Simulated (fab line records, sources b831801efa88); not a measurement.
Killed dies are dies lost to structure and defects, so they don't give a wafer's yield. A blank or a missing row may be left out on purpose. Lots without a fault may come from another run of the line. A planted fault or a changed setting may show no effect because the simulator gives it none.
Chamber matching | flow sky130 | SKY_METAL4_ETCH_17 on rie_diel-03: 4 sister chambers
The step etches SiO2 in C4F8/O2/Ar, stops on TiN, time 3.9 s, target depth 15 nm. 8 wafers are shown with their chamber, then 11 later ones without.

WAFERS WITH THEIR CHAMBER
wafer  | chamber | oes_product_au (a.u.)
L083.6 | 2       | 0.761
L090.1 | 0       | 0.751
L090.2 | 1       | 0.755
L090.3 | 3       | 0.749
L091.1 | 3       | 0.764
L091.2 | 1       | 0.757
L091.3 | 2       | 0.755
L091.4 | 0       | 0.769

WAFERS WITHOUT THEIR CHAMBER
wafer  | oes_product_au (a.u.)
L091.5 | 0.758
L091.6 | 0.748
L093.1 | 0.745
L093.2 | 0.746
L093.3 | 0.753
L093.4 | 0.742
L093.5 | 0.754
L093.6 | 0.747
L097.2 | 0.764
L097.3 | 0.764
L097.5 | 0.761

WHICH CHAMBER EACH WENT THROUGH
wafer  | from the rows above               | in truth
L091.5 | can't be placed: 2 or 3 or 0 or 1 | 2
L091.6 | can't be placed: 1 or 3 or 2 or 0 | 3
L093.1 | can't be placed: 1 or 3 or 2 or 0 | 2
L093.2 | can't be placed: 1 or 3 or 2 or 0 | 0
L093.3 | can't be placed: 1 or 3 or 2 or 0 | 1
L093.4 | can't be placed: 1 or 3 or 2 or 0 | 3
L093.5 | can't be placed: 1 or 3 or 2 or 0 | 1
L093.6 | can't be placed: 1 or 3 or 2 or 0 | 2
L097.2 | can't be placed: 0 or 2 or 3 or 1 | 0
L097.3 | can't be placed: 0 or 2 or 3 or 1 | 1
L097.5 | can't be placed: 0 or 2 or 3 or 1 | 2
Placed correctly: 0 of 11. Can't be placed from these rows: 11 (the true chamber is among the candidates in 11). Placed wrongly: 0.
How it was worked out, from the rows above alone: a wafer's distance from a chamber is the root of the sum, over the readings, of the square of ((its reading less the chamber's mean) divided by the reading's scatter). The wafer belongs to the nearest chamber; if the next one is less than 2 further off, it can't be placed. A chamber's mean is the mean of its shown wafers. The scatter: the root of (the sum of the squares of (reading less its chamber's mean) over the shown wafers, divided by (wafers less chambers)).
